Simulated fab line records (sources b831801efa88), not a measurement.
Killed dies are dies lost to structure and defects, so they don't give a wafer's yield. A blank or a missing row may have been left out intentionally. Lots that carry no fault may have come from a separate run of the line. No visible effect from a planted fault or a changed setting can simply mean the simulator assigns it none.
fab line records	flow sky130
record lots=6	wafers=18	last_day=50
route steps=708 shown LDD_N@241 LDD_P@255 PAD_OPEN@708
lots with no fault: from the same line, run without faults
start_h: hours from the record's first day to the start of the lot's first wafer shown	wait_h: hours since the lot's step before	" identical to the entry in the row above	L1.1+2: several wafers, shown together as one row	- no value, or no start given	* or withheld: withheld	< > ~ a bound
route shown NAME@n: NAME is a module with steps in the file, n the number in the route of the first one	usual: the fault-free wafers' mean and standard deviation	same: alike in all rows	chamber/n: place in a boat	sites: each site's reading	_std_site: standard deviation of those values	_edge_site: outer sites' mean less inner sites'	radius_mm: how far each site lies from the wafer's centre	mask NAME#n: copy n	behind: the last tool/chamber to shape the wafer	hold: why the lot went on hold/how many hours it stayed there/how the hold came to an end	device: the transistor (n, p or np) that didn't switch	end of line: tests run on the same wafers once the route is complete	a step without rows: its recipe alone	killed: at the first sort, the dies lost to defects and structure; wafer yield is something else	map: a wafer's dies, marking killed ones x, the rest . and places with no die _
set.NAME: the setting that was run; set.NAME@STEP: the one run at that earlier step	model.NAME: the simulator's own value behind a step, which no gauge read
certain route steps with their lots: each step a table, each wafer a row
services: from which hour (start_h, from the record's first day; less than 0 if before it) a tool's chamber was out of use, for how many hours, and why
## steps
# step SKY_LDD_N_EXPOSE_04
# recipe mask_id=NTM	target_cd_nm=840	na=0.6	source_shape=conventional	sigma_outer=0.6	dose_mj=110
# step SKY_LDD_N_PEB_05
# recipe temp_c=withheld	time_s=*	resist=NOVOLAK
# step SKY_LDD_N_DEVELOP_06
# recipe develop_time_s=60	dev_temp_c=23
# step SKY_LDD_N_OVL_MEAS_07
# usual LDD_N_OVL=0.2/1.3
lot.wafer	tool	chamber	start_h	wait_h	LDD_N_OVL[nm]
L301.1	overlay-02	-	407.95	0.1	0.5
L301.2	"	-	"	"	0.0
L301.4	"	-	"	"	0.8
L308.1	overlay-01	-	467.75	0.1	-0.5
L308.2	"	-	"	"	-3.3
L308.5	"	-	"	"	0.4
L307.1	overlay-01	-	468.05	0.1	-0.4
L307.4	"	-	"	"	-1.2
L307.6	"	-	"	"	-0.9
L318.1	overlay-01	-	550.84	0.1	-2.3
L318.2	"	-	"	"	1.4
L318.6	"	-	"	"	0.9
L320.2	overlay-01	-	570.00	0.1	2.2
L320.3	"	-	"	"	0.1
L320.4	"	-	"	"	0.7
L323.1	overlay-02	-	595.75	0.1	1.2
L323.3	"	-	"	"	3.8
L323.6	"	-	"	"	1.7
# step SKY_LDD_N_IMPLANT_08
# recipe species=As	energy_kev=20	dose_cm2=7.5e+13	tilt_deg=withheld	rotation_deg=23
# step SKY_LDD_N_IMPLANT_09
# recipe species=As	energy_kev=20	dose_cm2=7.5e+13	tilt_deg=withheld	rotation_deg=113
# step SKY_LDD_N_IMPLANT_10
# recipe species=As	energy_kev=20	dose_cm2=7.5e+13	tilt_deg=withheld	rotation_deg=203
# step SKY_LDD_N_IMPLANT_11
# recipe species=As	energy_kev=20	dose_cm2=7.5e+13	tilt_deg=withheld	rotation_deg=293
# step SKY_LDD_N_IMPLANT_12
# recipe species=BF2	energy_kev=50	dose_cm2=5e+12	tilt_deg=30	rotation_deg=0
# step SKY_LDD_N_IMPLANT_13
# recipe species=BF2	energy_kev=50	dose_cm2=5e+12	tilt_deg=30	rotation_deg=90
# step SKY_LDD_N_IMPLANT_14
# recipe species=BF2	energy_kev=50	dose_cm2=5e+12	tilt_deg=30	rotation_deg=180
# step SKY_LDD_N_IMPLANT_15
# recipe species=BF2	energy_kev=50	dose_cm2=5e+12	tilt_deg=30	rotation_deg=270
# step SKY_LDD_N_STRIP_16
# recipe chemistry=O2/N2	power_w=1400	pressure_mtorr=1500	platen_temp_c=withheld	o2_flow_sccm=3000	n2_flow_sccm=300	overash_fraction=0.5
# usual chamber_pressure_mTorr=1499.9/1.3	drypump_motor_current_A=5.4/0.37	oes_product_au=0.407/0.0047	strip_time_to_endpoint_s=4.317/0.013
lot.wafer	tool	chamber	start_h	wait_h	chamber_pressure_mTorr	drypump_motor_current_A	oes_product_au	rf_hours_counter_h	strip_time_to_endpoint_s	model.NOVOLAK_of_LDD_N_COAT_02.thk_nm
L301.1	plasma_asher-03	1	409.18	0.1	1502.1	5.2	0.405	58	4.323	0
L301.2	"	0	"	"	1500.5	4.9	0.402	58	4.319	0
L301.4	"	0	"	"	1499.1	4.9	0.402	-	4.305	0
L308.1	plasma_asher-03	1	468.98	0.1	-	-	-	-	-	300.2
L308.2	"	0	"	"	-	-	-	-	-	300.3
L308.5	"	0	"	"	-	-	-	-	-	300.4
L307.1	plasma_asher-01	0	469.28	0.1	-	-	-	-	-	300.2
L307.4	"	1	"	"	-	-	-	-	-	300.2
L307.6	"	0	"	"	-	-	-	-	-	300.6
L318.1	plasma_asher-04	0	552.08	0.1	1498.6	5.6	0.406	38	4.354	0
L318.2	"	1	"	"	1500.3	5.6	0.413	38	4.312	0
L318.6	"	0	"	"	1499.6	5.6	0.409	-	4.304	0
L320.2	plasma_asher-04	0	571.23	0.1	1498.2	5.7	0.402	40	4.323	0
L320.3	"	0	"	"	1498.1	5.7	0.400	-	4.317	0
L320.4	"	1	"	"	1500.4	5.6	0.404	-	4.346	0
L323.1	plasma_asher-04	0	596.98	0.1	1500.9	5.6	0.404	43	4.318	0
L323.3	"	1	"	"	1502.5	5.6	0.414	-	4.325	0
L323.6	"	0	"	"	1497.8	5.6	0.405	-	4.312	0
# step SKY_LDD_N_TW_MEAS_17
# usual LDD_N_TW=2553/13
lot.wafer	tool	chamber	start_h	wait_h	LDD_N_TW
L301.1	film_metro-01	-	409.28	0.1	2556
L301.2	"	-	"	"	2539
L301.4	"	-	"	"	2557
L308.1	film_metro-01	-	469.08	0.1	2519
L308.2	"	-	"	"	2546
L308.5	"	-	"	"	2532
L307.1	film_metro-01	-	469.38	0.1	2532
L307.4	"	-	"	"	2532
L307.6	"	-	"	"	2525
L318.1	film_metro-01	-	552.18	0.1	2568
L318.2	"	-	"	"	2561
L318.6	"	-	"	"	2547
L320.2	film_metro-02	-	571.34	0.1	2555
L320.3	"	-	"	"	2549
L320.4	"	-	"	"	2556
L323.1	film_metro-01	-	597.08	0.1	2561
L323.3	"	-	"	"	2555
L323.6	"	-	"	"	2554
# step SKY_LDD_P_DEHYDRATE_00
# recipe temp_c=200	time_s=60
# step SKY_LDD_P_HMDS_01
# recipe prime_time_s=60	prime_temp_c=120
# step SKY_LDD_P_COAT_02
# recipe resist=NOVOLAK	spin_rpm=3000	resist_thk_nm=1140
# step SKY_LDD_P_SOFTBAKE_03
# recipe temp_c=90	time_s=60	resist=NOVOLAK
# step SKY_LDD_P_EXPOSE_04
# recipe mask_id=PSDM	na=0.6	source_shape=conventional	sigma_outer=0.6	polarization=unpolarized	target_cd_nm=380	dose_mj=138
# step SKY_LDD_P_PEB_05
# recipe temp_c=withheld	time_s=*	resist=NOVOLAK
# step SKY_LDD_P_DEVELOP_06
# recipe resist=NOVOLAK	developer=TMAH	develop_time_s=60	dev_temp_c=23
# step SKY_LDD_P_CD_MEAS_07
# recipe target_cd_nm=380
# usual cd_nm=379.8/2.4
lot.wafer	tool	chamber	start_h	wait_h	cd_nm
L301.1	cd_sem-02	-	437.90	0.1	378.5
L301.2	"	-	"	"	376.5
L301.4	"	-	"	"	378.8
L308.1	cd_sem-01	-	497.60	0.1	379.6
L308.2	"	-	"	"	380.9
L308.5	"	-	"	"	380.3
L307.1	cd_sem-02	-	497.90	0.1	378.7
L307.4	"	-	"	"	378.0
L307.6	"	-	"	"	379.8
L318.1	cd_sem-02	-	580.60	0.1	372.8
L318.2	"	-	"	"	377.0
L318.6	"	-	"	"	379.7
L320.2	cd_sem-02	-	600.67	0.1	379.3
L320.3	"	-	"	"	379.2
L320.4	"	-	"	"	376.0
L323.1	cd_sem-01	-	626.20	0.1	378.4
L323.3	"	-	"	"	377.1
L323.6	"	-	"	"	379.0
# step SKY_LDD_P_OVL_MEAS_08
# usual LDD_P_OVL=1.4/1.4
lot.wafer	tool	chamber	start_h	wait_h	LDD_P_OVL[nm]
L301.1	overlay-01	-	438.02	0.1	0.7
L301.2	"	-	"	"	1.7
L301.4	"	-	"	"	-0.7
L308.1	overlay-01	-	497.72	0.1	0.5
L308.2	"	-	"	"	0.3
L308.5	"	-	"	"	0.2
L307.1	overlay-01	-	498.02	0.1	0.8
L307.4	"	-	"	"	-2.3
L307.6	"	-	"	"	-0.8
L318.1	overlay-02	-	580.72	0.1	2.7
L318.2	"	-	"	"	2.8
L318.6	"	-	"	"	2.1
L320.2	overlay-02	-	600.77	0.1	0.4
L320.3	"	-	"	"	2.4
L320.4	"	-	"	"	1.0
L323.1	overlay-01	-	626.32	0.1	2.5
L323.3	"	-	"	"	1.5
L323.6	"	-	"	"	-0.8
# step SKY_LDD_P_IMPLANT_09
# recipe species=BF2	energy_kev=25	dose_cm2=1e+13	tilt_deg=withheld
# step SKY_LDD_P_STRIP_10
# recipe chemistry=O2/N2	power_w=1400	pressure_mtorr=1500	platen_temp_c=withheld	o2_flow_sccm=3000	n2_flow_sccm=300	overash_fraction=0.5
# usual chamber_pressure_mTorr=1500.0/1.3	drypump_motor_current_A=5.44/0.3	oes_product_au=0.715/0.0048	strip_time_to_endpoint_s=14.19/0.043
lot.wafer	tool	chamber	start_h	wait_h	chamber_pressure_mTorr	drypump_motor_current_A	oes_product_au	rf_hours_counter_h	strip_time_to_endpoint_s
L301.1	plasma_asher-04	0	438.20	0.1	1501.5	5.64	0.711	27	14.16
L301.2	"	1	"	"	1500.0	5.58	0.713	27	14.17
L301.4	"	1	"	"	1499.3	5.59	0.711	-	14.18
L308.1	plasma_asher-04	0	497.90	0.1	1501.6	5.64	0.717	33	18.74
L308.2	"	1	"	"	1501.9	5.59	0.713	33	18.73
L308.5	"	1	"	"	1499.3	5.58	0.720	-	18.74
L307.1	plasma_asher-02	0	498.20	0.1	1500.7	5.75	0.720	85	18.82
L307.4	"	1	"	"	1499.6	5.53	0.728	-	18.79
L307.6	"	1	"	"	1502.1	5.53	0.722	-	18.78
L318.1	plasma_asher-04	1	580.90	0.1	1499.4	5.61	0.713	41	14.12
L318.2	"	0	"	"	1500.6	5.67	0.708	41	14.14
L318.6	"	1	"	"	1500.9	5.60	0.713	-	14.11
L320.2	plasma_asher-02	0	600.95	0.1	1500.3	5.78	0.720	95	14.19
L320.3	"	0	"	"	1500.8	5.76	0.717	-	14.20
L320.4	"	1	"	"	1499.8	5.53	0.719	-	14.17
L323.1	plasma_asher-03	1	626.50	0.1	1500.8	5.26	0.708	79	14.13
L323.3	"	1	"	"	1502.5	5.25	0.716	-	14.15
L323.6	"	1	"	"	1499.9	5.24	0.710	-	14.17
# step SKY_LDD_P_TW_MEAS_11
# usual LDD_P_TW=628.6/2.6
lot.wafer	tool	chamber	start_h	wait_h	hold	LDD_P_TW
L301.1	film_metro-03	-	438.30	0.1	-	632.1
L301.2	"	-	"	"	-	631.6
L301.4	"	-	"	"	-	628.6
L308.1	film_metro-03	-	498.00	0.1	await_dispo/0.2h/release	29.7
L308.2	"	-	"	"	await_dispo/0.2h/release	29.8
L308.5	"	-	"	"	await_dispo/0.2h/release	29.7
L308.1	film_metro-03	-	498.23	0.2	-	29.6
L308.2	"	-	"	"	-	29.6
L308.5	"	-	"	"	-	29.5
L307.1	film_metro-03	-	498.30	0.1	await_dispo/0.2h/release	29.6
L307.4	"	-	"	"	await_dispo/0.2h/release	29.7
L307.6	"	-	"	"	await_dispo/0.2h/release	29.6
L307.1	film_metro-03	-	498.53	0.2	-	29.6
L307.4	"	-	"	"	-	29.7
L307.6	"	-	"	"	-	29.6
L318.1	film_metro-01	-	581.00	0.1	-	631.2
L318.2	"	-	"	"	-	629.4
L318.6	"	-	"	"	-	625.6
L320.2	film_metro-03	-	601.06	0.1	-	628.2
L320.3	"	-	"	"	-	623.8
L320.4	"	-	"	"	-	627.8
L323.1	film_metro-01	-	626.60	0.1	-	628.7
L323.3	"	-	"	"	-	628.1
L323.6	"	-	"	"	-	630.1
# step SKY_PAD_OPEN_PROBE_99
# usual defect_limited_yield=82.8/1.9	killed_at_M0_to_M3=43/7.3	killed_at_M4_up=3.6/1.9	killed_at_contacts=23/5.3	killed_at_front_end=15/4.5	killed_at_other=0.3/0.72	killed_dies=85/9.4	killed_open=46/6.7	killed_short=38/6.8	sort_bin_3_pad_short=0.8/0.36	sort_bin_5_function=10.1/1.3	sort_bin_6_memory=6.3/1.2	sort_n_pass=407/9.4	sort_yield_pct=82.8/1.9
# same gross_dies=492	killed_at_back_side=0	sort_bin_4_leakage[%]=0	sort_bin_8_speed[%]=0
lot.wafer	tool	chamber	start_h	wait_h	defect_limited_yield[%]	killed_at_M0_to_M3	killed_at_M4_up	killed_at_contacts	killed_at_front_end	killed_at_other	killed_dies	killed_open	killed_short	sort_bin_3_pad_short[%]	sort_bin_5_function[%]	sort_bin_6_memory[%]	sort_n_pass	sort_yield_pct[%]
L318.1	prober-01	-	1173.32	0.1	84.1	45	5	12	16	0	78	52	26	1.0	9.8	5.1	414	84.1
L318.2	prober-01	-	1173.37	0.1	83.7	39	6	16	19	0	80	41	37	0.4	9.3	6.5	412	83.7
L318.6	prober-01	-	1173.57	0.2	83.7	50	2	15	13	0	80	40	40	1.0	10.6	4.7	412	83.7
# killed by level:class
L318.1 VIA2:geometric_particle:open=11 VIA1:geometric_particle:open=10 CONTACT:geometric_particle:open=8 VIA3:geometric_particle:open=7 POLY_GATE:geometric_particle:open=6 METAL4:geometric_particle:short=5 METAL2:geometric_particle:short=4 VIA1:geometric_particle:short=3
L318.2 VIA1:geometric_particle:open=8 VIA3:geometric_particle:open=7 CONTACT:geometric_particle:open=5 METAL2:geometric_particle:short=5 VIA1:geometric_particle:short=5 FIELD_ISO:geometric_particle:short=4 POLY_GATE:geometric_particle:open=4 POLY_GATE:geometric_particle:short=4
L318.6 POLY_GATE:geometric_particle:short=8 VIA1:geometric_particle:open=8 VIA3:geometric_particle:open=7 VIA2:geometric_particle:open=5 VIA1:geometric_particle:short=5 CONTACT:geometric_particle:short=5 METAL1:geometric_particle:short=5 VIA3:geometric_particle:short=5
## services
tool	chamber	start_h	hours	kind
plasma_asher-02	-	414.92	3.5	repair
plasma_asher-01	-	421.25	9.0	pm
plasma_asher-01	0	421.25	9.0	vent_cycle
plasma_asher-01	1	421.25	9.0	vent_cycle
plasma_asher-04	-	428.13	2.8	pm
plasma_asher-01	-	430.25	2.8	pm
plasma_asher-01	0	430.25	-	clean
plasma_asher-01	1	430.25	-	clean
plasma_asher-03	-	464.97	0.4	repair
plasma_asher-01	-	481.52	1.7	repair
plasma_asher-03	-	504.78	2.8	pm
plasma_asher-02	-	516.28	2.8	pm
plasma_asher-04	-	624.79	3.3	repair
## key
first_sign step=SKY_LDD_N_STRIP_16	reading=tool_record	direction=missing
effect step=SKY_LDD_P_STRIP_10	reading=strip_time_to_endpoint_s	direction=up	sigmas=99+	usual=*	struck=*
effect step=SKY_LDD_P_TW_MEAS_11	reading=visit	direction=added
effect step=SKY_LDD_P_TW_MEAS_11	reading=LDD_P_TW	direction=down	sigmas=99+	usual=628.6	struck=29.7
model_effect step=SKY_LDD_N_STRIP_16	value=NOVOLAK_of_LDD_N_COAT_02.thk_nm	without=0	struck=300.3
met_at SKY_LDD_N_STRIP_16
struck_wafers L307.1,L307.4,L307.6,L308.1,L308.2,L308.5
scrapped_behind SKY_LDD_P_TW_MEAS_11 L307.1,L307.4,L307.6,L308.1,L308.2,L308.5
onset_between 409.18 468.98
fault kind=skipped_step_whole	tool=plasma_asher-01,plasma_asher-03	chamber=-	onset_h=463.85	steps=SKY_LDD_N_STRIP_16	scope=struck_lots_only
